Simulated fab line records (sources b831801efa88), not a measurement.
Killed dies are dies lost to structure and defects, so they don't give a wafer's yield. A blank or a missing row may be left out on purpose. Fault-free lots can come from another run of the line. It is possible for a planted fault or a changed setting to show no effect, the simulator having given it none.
Check for tools in common    flow gf180mcu    Sample size 15 lots and 45 wafers

WHY THIS WAS OPENED
GF_M1_RS_MEAS_05, reading M1_ALCU_RS: flagged on 3 of 15 lots. Wafers without a fault read 0.0697 ohm/sq, standard deviation 0.00068.
Rule: a lot is flagged in two cases, either no wafer of it has a number, or all its wafers with numbers fall more than 4 standard deviations from that mean. The other lots count as sound.

lot   measured      on             M1_ALCU_RS (ohm/sq), wafer by wafer  flag
L900  day 16 19:36  film-metro-03  0.0698 0.0702 0.0692                 
L901  day 17 11:48  film-metro-03  0.0699 0.0690 0.0693                 
L902  day 17 12:53  film-metro-02  0.0704 0.0703 0.0698                 
L906  day 19 06:47  film-metro-02  7.1754 7.1940 7.1003                 FLAGGED
L907  day 19 09:50  film-metro-03  7.1685 7.2495 7.2112                 FLAGGED
L908  day 19 13:21  film-metro-03  7.1591 7.1774 7.1662                 FLAGGED
L912  day 20 23:57  film-metro-01  0.0695 0.0699 0.0704                 
L913  day 21 11:07  film-metro-01  0.0694 0.0695 0.0694                 
L914  day 21 14:38  film-metro-01  0.0696 0.0692 0.0703                 
L915  day 22 02:07  film-metro-02  0.0694 0.0692 0.0689                 
L916  day 22 09:42  film-metro-02  0.0685 0.0693 0.0700                 
L919  day 23 00:22  film-metro-03  0.0678 0.0689 0.0689                 
L920  day 23 13:47  film-metro-03  0.0700 0.0698 0.0696                 
L921  day 23 20:40  film-metro-01  0.0686 0.0692 0.0693                 
L922  day 24 09:16  film-metro-01  0.0686 0.0690 0.0696                 
On average the flagged lots read 7.1780 ohm/sq, which is +7.1083 ohm/sq against the usual, or +99 or more standard deviations.

EACH LOT AND THE TOOL IT RAN ON
Before the reading, the record contains 4 process steps out of a 602-step route. Each cell gives the tool, then ch followed by the chambers the sampled wafers passed through, then the start.
lot   flag     GF_CONTACT_ETCH_16                  GF_CONTACT_CVD_24              GF_M1_SPUTTER_02              GF_M1_SPUTTER_03
L900           rie-diel-01 ch 0,1, day 16 18:13    cvd-w-01 ch 0,1, day 16 18:47  pvd-sputter-03, day 16 19:29  pvd-sputter-03, day 16 19:31
L901           rie-diel-03 ch 0,1, day 17 10:26    cvd-w-01 ch 0,1, day 17 11:00  pvd-sputter-01, day 17 11:43  pvd-sputter-01, day 17 11:44
L902           rie-diel-02 ch 1,3, day 17 11:26    cvd-w-01 ch 0,1, day 17 12:05  pvd-sputter-03, day 17 12:47  pvd-sputter-03, day 17 12:49
L906  FLAGGED  rie-diel-03 ch 0,1,3, day 19 05:14  cvd-w-02 ch 0,1, day 19 05:48  pvd-sputter-03, day 19 06:37  pvd-sputter-03, day 19 06:39
L907  FLAGGED  rie-diel-03 ch 0,1,3, day 19 08:25  cvd-w-02 ch 0,1, day 19 09:01  pvd-sputter-03, day 19 09:42  pvd-sputter-03, day 19 09:44
L908  FLAGGED  rie-diel-03 ch 0,3, day 19 11:58    cvd-w-01 ch 1, day 19 12:33    pvd-sputter-01, day 19 13:16  pvd-sputter-01, day 19 13:17
L912           rie-diel-03 ch 0,1,3, day 20 22:32  cvd-w-02 ch 0,1, day 20 23:09  pvd-sputter-03, day 20 23:49  pvd-sputter-03, day 20 23:51
L913           rie-diel-02 ch 1,2, day 21 09:43    cvd-w-02 ch 0,1, day 21 10:19  pvd-sputter-01, day 21 10:59  pvd-sputter-01, day 21 11:01
L914           rie-diel-01 ch 0,1,3, day 21 13:11  cvd-w-02 ch 0,1, day 21 13:50  pvd-sputter-01, day 21 14:33  pvd-sputter-01, day 21 14:35
L915           rie-diel-02 ch 1,2,3, day 22 00:43  cvd-w-02 ch 0,1, day 22 01:19  pvd-sputter-03, day 22 01:59  pvd-sputter-03, day 22 02:01
L916           rie-diel-02 ch 0,2,3, day 22 08:19  cvd-w-02 ch 0,1, day 22 08:53  pvd-sputter-03, day 22 09:35  pvd-sputter-03, day 22 09:37
L919           rie-diel-01 ch 0,1,3, day 22 22:59  cvd-w-01 ch 0,1, day 22 23:33  pvd-sputter-01, day 23 00:16  pvd-sputter-01, day 23 00:17
L920           rie-diel-03 ch 0,1,3, day 23 12:19  cvd-w-01 ch 0,1, day 23 12:53  pvd-sputter-01, day 23 13:35  pvd-sputter-01, day 23 13:37
L921           rie-diel-02 ch 1,2,3, day 23 19:16  cvd-w-02 ch 0,1, day 23 19:52  pvd-sputter-03, day 23 20:32  pvd-sputter-03, day 23 20:34
L922           rie-diel-01 ch 0,1,3, day 24 07:54  cvd-w-01 ch 0,1, day 24 08:28  pvd-sputter-03, day 24 09:11  pvd-sputter-03, day 24 09:13
What the steps here do:
- GF_CONTACT_ETCH_16: etches BARC in N2/H2.
- GF_CONTACT_CVD_24: deposits W, target thk 300 nm, time 90.339 s.
- GF_M1_SPUTTER_02: material AlCu, target thk 450 nm, time 23.9 s.
- GF_M1_SPUTTER_03: material Ti, target thk 10 nm, time 6.7 s.
- GF_M1_RS_MEAS_05: measures by four-point-probe.

FLAGGED OVER TOTAL, TOOL BY TOOL (the gauges that took the reading come last)
step                tool            lots run  flagged  share of the flagged lots  sound lots run after its first flagged lot
GF_CONTACT_ETCH_16  rie-diel-01     4         0        none                       -
GF_CONTACT_ETCH_16  rie-diel-02     5         0        none                       -
GF_CONTACT_ETCH_16  rie-diel-03     6         3        all                        2 (L912,L920)
GF_CONTACT_CVD_24   cvd-w-01        7         1        some                       3 (L919,L920,L922)
GF_CONTACT_CVD_24   cvd-w-02        8         2        some                       6 (L912,L913,L914,L915,L916,L921)
GF_M1_SPUTTER_02    pvd-sputter-01  6         1        some                       4 (L913,L914,L919,L920)
GF_M1_SPUTTER_02    pvd-sputter-03  9         2        some                       5 (L912,L915,L916,L921,L922)
GF_M1_SPUTTER_03    pvd-sputter-01  6         1        some                       4 (L913,L914,L919,L920)
GF_M1_SPUTTER_03    pvd-sputter-03  9         2        some                       5 (L912,L915,L916,L921,L922)
GF_M1_RS_MEAS_05    film-metro-01   5         0        none                       -
GF_M1_RS_MEAS_05    film-metro-02   4         1        some                       2 (L915,L916)
GF_M1_RS_MEAS_05    film-metro-03   6         2        some                       2 (L919,L920)

THE TABLE: WHAT IT ALLOWS
1 row of the table ran every flagged lot: rie-diel-03 at GF_CONTACT_ETCH_16.
- rie-diel-03 at GF_CONTACT_ETCH_16: 3 of its 6 lots flagged. After the first flagged lot (L912, L920), sound lots still ran on it; a lasting fault on the whole tool would not permit that.
Every row of the table either missed a flagged lot or ran a sound lot after the first.

WHAT THE SIMULATOR HAD INSERTED
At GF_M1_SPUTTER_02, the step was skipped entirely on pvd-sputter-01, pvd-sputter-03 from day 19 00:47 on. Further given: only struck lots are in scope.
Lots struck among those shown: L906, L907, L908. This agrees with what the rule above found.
